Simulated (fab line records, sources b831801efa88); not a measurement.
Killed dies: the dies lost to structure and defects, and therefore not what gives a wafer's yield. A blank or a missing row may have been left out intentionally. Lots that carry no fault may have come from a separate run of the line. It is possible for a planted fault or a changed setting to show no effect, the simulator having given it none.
Which tool was responsible? ; flow gf180mcu ; 13 lots with 39 wafers sampled at 3 steps, on a route of 602 steps

## WHAT EACH GAUGE READ, for each wafer
GF_DUAL_GATE_THK_MEAS_03. Usual: DUAL_GATE_OXIDATION_00_THK 10.75 nm, standard deviation 0.15.
lot;measured;on;DUAL_GATE_OXIDATION_00_THK (nm);flag
L566;day 7 13:28;film metro-03;10.91 10.90 10.93;
L567;day 7 17:30;film metro-02;10.81 10.82 10.81;
L569;day 8 09:29;film metro-02;10.87 11.00 10.74;
L570;day 8 18:09;film metro-03;10.93 10.77 10.75;
L571;day 9 00:58;film metro-01;10.69 10.67 10.88;
L572;day 9 05:58;film metro-03;10.81 10.79 10.78;
L573;day 9 13:12;film metro-01;10.74 10.59 10.77;
L575;day 10 03:37;film metro-03;10.52 10.34 10.71;
L578;day 10 22:08;film metro-03;10.59 10.43 10.53;
L582;day 12 03:17;film metro-01;10.87 10.65 10.67;
L584;day 12 20:15;film metro-02;10.50 10.53 11.00;
L588;day 13 19:58;film metro-01;10.74 10.71 10.71;
L589;day 14 01:01;film metro-01;10.71 10.66 10.58;

## WHAT TOOL EACH LOT RAN ON (gives the tool, then ch and the chambers of the sampled wafers, and finally the start)
lot;GF_VT_IMPLANT_STRIP_20;GF_VT_IMPLANT_STRIP_31
L566;plasma asher-04 ch 0,1, day 6 04:28;plasma asher-04 ch 0, day 6 19:31
L567;plasma asher-04 ch 1, day 6 08:41;plasma asher-02 ch 0,1, day 6 23:47
L569;plasma asher-02 ch 0, day 6 22:23;plasma asher-03 ch 0,1, day 7 14:10
L570;plasma asher-02 ch 0,1, day 7 07:13;plasma asher-02 ch 0,1, day 7 23:02
L571;plasma asher-03 ch 0,1, day 7 12:23;plasma asher-04 ch 0,1, day 8 04:56
L572;plasma asher-02 ch 0,1, day 7 17:31;plasma asher-03 ch 0,1, day 8 09:52
L573;plasma asher-04 ch 0,1, day 8 00:26;plasma asher-04 ch 0,1, day 8 16:28
L575;plasma asher-04 ch 0,1, day 8 14:47;plasma asher-03 ch 0,1, day 9 07:50
L578;plasma asher-02 ch 0,1, day 9 08:34;plasma asher-02 ch 0,1, day 10 02:05
L582;plasma asher-04 ch 0,1, day 10 10:01;plasma asher-02 ch 0,1, day 11 04:58
L584;plasma asher-02 ch 0,1, day 10 23:16;plasma asher-02 ch 0,1, day 11 18:32
L588;plasma asher-04 ch 0,1, day 12 01:25;plasma asher-03 ch 0,1, day 12 20:46
L589;plasma asher-02 ch 0,1, day 12 06:57;plasma asher-03 ch 0,1, day 13 02:25
- GF_VT_IMPLANT_STRIP_20: strips in O2/N2.
- GF_VT_IMPLANT_STRIP_31: strips in O2/N2.

## AS READ BY THE TOOLS THEMSELVES (means over the sampled wafers that have a number; for cases with no such wafer, the mark the record gives instead)
GF_VT_IMPLANT_STRIP_20. Usual: drypump motor current A 5.9 A, standard deviation 0.36; heater power w 340 W, standard deviation 53; oes product au 0.717 a.u., standard deviation 0.0045; strip time to endpoint s 12.55 s, standard deviation 0.035.
lot;tool;drypump motor current A (A);heater power w (W);oes product au (a.u.);strip time to endpoint s (s);flag
L566;plasma asher-04;5.8;379;0.716;12.54;
L567;plasma asher-04;5.9;288;0.715;12.51;
L569;plasma asher-02;6.1;331;0.718;12.53;
L570;plasma asher-02;5.6;351;0.717;12.53;
L571;plasma asher-03;6.5;294;0.721;12.57;
L572;plasma asher-02;5.6;356;0.718;12.53;
L573;plasma asher-04;5.9;325;0.718;12.53;
L575;plasma asher-04;5.9;329;0.720;12.57;
L578;plasma asher-02;5.6;352;0.718;12.56;
L582;plasma asher-04;5.9;329;0.716;12.57;
L584;plasma asher-02;5.6;350;0.717;12.53;
L588;plasma asher-04;5.9;328;0.715;12.51;
L589;plasma asher-02;5.6;349;0.721;12.54;

GF_VT_IMPLANT_STRIP_31. Usual: drypump motor current A 6.1 A, standard deviation 0.43; heater power w 323 W, standard deviation 47; oes product au 0.716 a.u., standard deviation 0.0046; strip time to endpoint s 12.61 s, standard deviation 0.034.
lot;tool;drypump motor current A (A);heater power w (W);oes product au (a.u.);strip time to endpoint s (s);flag
L566;plasma asher-04;5.8;416;0.717;12.61;
L567;plasma asher-02;5.6;345;0.718;12.58;
L569;plasma asher-03;6.5;293;0.719;12.61;
L570;plasma asher-02;5.8;343;0.712;12.58;
L571;plasma asher-04;5.8;374;0.718;12.61;
L572;plasma asher-03;6.5;293;0.712;12.60;
L573;plasma asher-04;5.8;369;0.713;12.61;
L575;plasma asher-03;6.5;296;0.719;12.69;
L578;plasma asher-02;5.6;349;0.716;12.59;
L582;plasma asher-02;5.8;340;0.715;12.59;
L584;plasma asher-02;5.6;351;0.719;12.59;
L588;plasma asher-03;6.5;294;0.720;12.68;
L589;plasma asher-03;6.5;299;0.720;12.60;

## THE ANSWER, worked out from the rows above alone
Rule: take the mean of a lot's wafers that have a number; if it is more than 3 standard deviations from the usual mean, the lot is off. A lot without any number at a reading at which 4 lots or more have one is off too. The other lots that the step has rows for count as sound. Order of review: gauges by route order, followed by the tools' own readings, for which a lot's mean as printed above is used. The first step at which some lot is off is used, and at that step the reading that is off furthest; a lot without a number counts as furthest.
Nothing can be told from this: no lot is off at any reading shown.

## WHAT THE SIMULATOR PUT IN
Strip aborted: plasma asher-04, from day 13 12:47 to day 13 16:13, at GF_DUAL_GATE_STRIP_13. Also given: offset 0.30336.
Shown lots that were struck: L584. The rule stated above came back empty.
